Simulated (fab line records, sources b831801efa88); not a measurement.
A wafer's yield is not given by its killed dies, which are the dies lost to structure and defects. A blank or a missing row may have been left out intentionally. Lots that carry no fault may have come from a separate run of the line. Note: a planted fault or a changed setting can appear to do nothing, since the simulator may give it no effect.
Check of tool commonality -- flow gf180mcu -- Sampled: 12 lots, 36 wafers

## THE REASON FOR OPENING IT
Of 12 lots, 2 have the reading PSD_TW flagged at GF_PSD_TW_MEAS_11. Fault-free wafers read 3191, with a standard deviation of 32.
Rule: a lot gets a flag if all its wafers with a number sit over 4 standard deviations from that mean, or if no wafer of it has a number. The other lots count as sound.

lot,measured,on,"PSD_TW, wafer by wafer",flag
L323,day 14 04:35,film metro-02,3174 3168 3173,
L324,day 14 12:59,film metro-02,3190 3186 3170,
L325,day 14 19:19,film metro-03,3197 3193 3200,
L327,day 15 17:56,film metro-01,3226 3219 3215,
L328,day 15 23:32,film metro-02,3153 3149 3155,
L329,day 16 08:35,film metro-02,3158 3153 3164,
L332,day 17 08:38,film metro-03,3222 3220 3223,
L333,day 17 19:02,film metro-01,3229 3235 3208,
L336,day 18 22:00,film metro-01,3618 3608 3596,FLAGGED
L337,day 19 09:52,film metro-01,3199 3229 3222,
L338,day 19 21:56,film metro-03,3211 3185 3199,
L342,day 20 22:26,film metro-02,3530 3551 3534,FLAGGED
Average over the flagged lots: 3573; offset from the usual +382, equal to +12 standard deviations.

## WHICH TOOL RAN EACH LOT
Before the reading, the record contains 3 process steps out of a 602-step route. Every cell lists first the tool, next ch and the chambers used by the sampled wafers, and last the start.
lot,flag,GF_HV_LDD_RTA_52,GF_PSD_IMPLANT_09,GF_PSD_STRIP_10
L323,,"rtp anneal-01 ch 0, day 12 09:25","implanter-03 ch 0, day 14 04:23","plasma asher-03 ch 0,1, day 14 04:30"
L324,,"rtp anneal-02 ch 0, day 12 16:38","implanter-03 ch 0, day 14 12:44","plasma asher-03 ch 1, day 14 12:53"
L325,,"rtp anneal-02 ch 0, day 12 21:38","implanter-03 ch 0, day 14 19:04","plasma asher-03 ch 0,1, day 14 19:13"
L327,,"rtp anneal-02 ch 0, day 13 19:20","implanter-04 ch 0, day 15 17:41","plasma asher-03 ch 0,1, day 15 17:50"
L328,,"rtp anneal-01 ch 0, day 14 01:11","implanter-01 ch 0, day 15 23:17","plasma asher-03 ch 0,1, day 15 23:26"
L329,,"rtp anneal-02 ch 0, day 14 10:44","implanter-04 ch 0, day 16 08:20","plasma asher-01 ch 0,1, day 16 08:29"
L332,,"rtp anneal-02 ch 0, day 15 08:01","implanter-03 ch 0, day 17 08:24","plasma asher-01 ch 0,1, day 17 08:32"
L333,,"rtp anneal-02 ch 0, day 15 17:50","implanter-04 ch 0, day 17 18:47","plasma asher-03 ch 0,1, day 17 18:56"
L336,FLAGGED,"rtp anneal-01 ch 0, day 16 20:05","implanter-04 ch 0, day 18 21:28","plasma asher-01 ch 0,1, day 18 21:55"
L337,,"rtp anneal-01 ch 0, day 17 08:07","implanter-04 ch 0, day 19 09:37","plasma asher-01 ch 0, day 19 09:46"
L338,,"rtp anneal-01 ch 0, day 17 18:37","implanter-04 ch 0, day 19 21:41","plasma asher-02 ch 0,1, day 19 21:50"
L342,FLAGGED,"rtp anneal-01 ch 0, day 18 18:44","implanter-04 ch 0, day 20 21:53","plasma asher-01 ch 0,1, day 20 22:20"
What the steps here do:
- GF_HV_LDD_RTA_52: time 10 s.
- GF_PSD_IMPLANT_09
- GF_PSD_STRIP_10: strips in O2/N2.
- GF_PSD_TW_MEAS_11

## FLAGGED AGAINST TOTAL, ONE TOOL AT A TIME (gauges that did the reading follow at the end)
step,tool,lots run,flagged,share of the flagged lots,sound lots run after its first flagged lot
GF_HV_LDD_RTA_52,rtp anneal-01,6,2,all,"2 (L337,L338)"
GF_HV_LDD_RTA_52,rtp anneal-02,6,0,none,-
GF_PSD_IMPLANT_09,implanter-01,1,0,none,-
GF_PSD_IMPLANT_09,implanter-03,4,0,none,-
GF_PSD_IMPLANT_09,implanter-04,7,2,all,"2 (L337,L338)"
GF_PSD_STRIP_10,plasma asher-01,5,2,all,1 (L337)
GF_PSD_STRIP_10,plasma asher-02,1,0,none,-
GF_PSD_STRIP_10,plasma asher-03,6,0,none,-
GF_PSD_TW_MEAS_11,film metro-01,4,1,some,1 (L337)
GF_PSD_TW_MEAS_11,film metro-02,5,1,some,0
GF_PSD_TW_MEAS_11,film metro-03,3,0,none,-

## WHAT IS ALLOWED BY THE TABLE
rtp anneal-01 at GF_HV_LDD_RTA_52, implanter-04 at GF_PSD_IMPLANT_09 and plasma asher-01 at GF_PSD_STRIP_10: these 3 rows of the table ran every flagged lot.
- rtp anneal-01 at GF_HV_LDD_RTA_52: 2 of its 6 lots flagged. Lots that were sound ran on it after the first flagged one (L337, L338); a persistent fault on the entire tool would not allow that.
- implanter-04 at GF_PSD_IMPLANT_09: 2 of its 7 lots flagged. Lots that were sound ran on it after the first flagged one (L337, L338); a persistent fault on the entire tool would not allow that.
- plasma asher-01 at GF_PSD_STRIP_10: 2 of its 5 lots flagged. Lots that were sound ran on it after the first flagged one (L337); a persistent fault on the entire tool would not allow that. Its own readings (oes product au, strip time to endpoint s) fall more than 4 standard deviations out on all wafers of the flagged lots.
There is no row in the table that ran each flagged lot and no sound lot after the first.

## WHAT THE SIMULATOR HAD INSERTED
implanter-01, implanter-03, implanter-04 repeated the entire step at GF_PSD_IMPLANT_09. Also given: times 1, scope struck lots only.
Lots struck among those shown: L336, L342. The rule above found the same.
